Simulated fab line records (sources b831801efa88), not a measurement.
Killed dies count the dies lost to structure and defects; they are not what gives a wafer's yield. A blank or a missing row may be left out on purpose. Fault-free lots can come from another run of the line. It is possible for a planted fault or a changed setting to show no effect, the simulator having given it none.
Matching of chambers    flow gf180mcu    GF_STI_ETCH_13 on rie-diel-03: 4 sister chambers
The step etches the open film in CHF3/O2, stops on Si, target depth 282.31 nm, time 112.9 s. 14 wafers are shown with their chamber, then 7 later ones without.

== EACH WAFER AND ITS CHAMBER ==
wafer   chamber  drypump-motor-current-A (A)  throttle-valve-pct (%)  chamber-pressure-mTorr (mTorr)
L589.3  1        6.4                          8.809                   39.97
L589.4  3        5.6                          8.796                   39.97
L589.6  3        5.5                          8.808                   39.98
L590.4  3        5.5                          8.806                   39.97
L590.5  3        5.6                          8.809                   40.01
L590.6  2        6.4                          8.808                   40.00
L592.3  2        6.3                          8.809                   40.02
L592.5  3        5.6                          8.814                   40.05
L592.6  2        6.3                          8.813                   40.01
L602.1  2        6.3                          8.803                   40.04
L602.2  0        5.8                          8.803                   39.97
L602.6  2        6.3                          8.809                   40.02
L604.2  1        6.4                          8.820                   40.01
L604.3  0        5.8                          8.812                   40.00

SIGNATURES, as means of the wafers listed above
reading                  chamber 0  chamber 1  chamber 2  chamber 3  scatter within a chamber
drypump-motor-current-A  5.800      6.400      6.320      5.560      0.0447
throttle-valve-pct       8.80750    8.81450    8.80840    8.80660    0.00572
chamber-pressure-mTorr   39.9850    39.9900    40.0180    39.9960    0.0262
Rule: for each reading, subtract the chamber's mean from the wafer's reading, divide by that reading's scatter and square the result; add these up over the readings and take the root, which gives the wafer's distance from the chamber. The wafer belongs to the nearest chamber; if the next one is less than 2 further off, it can't be placed. How the scatter is found: for the shown wafers, subtract from each reading the mean of its chamber, square and add these, divide the total by (wafers less chambers), then take the root.

== WAFERS WITH NO CHAMBER GIVEN ==
wafer   drypump-motor-current-A (A)  throttle-valve-pct (%)  chamber-pressure-mTorr (mTorr)
L604.5  5.8                          8.811                   40.02
L606.1  5.9                          8.802                   40.02
L606.4  6.4                          8.812                   40.03
L606.6  6.5                          8.808                   40.04
L609.1  6.5                          8.811                   40.00
L609.2  5.8                          8.818                   39.96
L609.5  5.8                          8.801                   40.03

== EACH ONE'S CHAMBER ==
wafer   from the rows above      in truth
L604.5  0                        0
L606.1  0                        0
L606.4  can't be placed: 1 or 2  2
L606.6  can't be placed: 1 or 2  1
L609.1  can't be placed: 1 or 2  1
L609.2  0                        0
L609.5  0                        0
Correctly placed: 4 of 7. Not placeable from these rows: 3 (in 3, the candidates include the true chamber). Placed wrongly: 0.
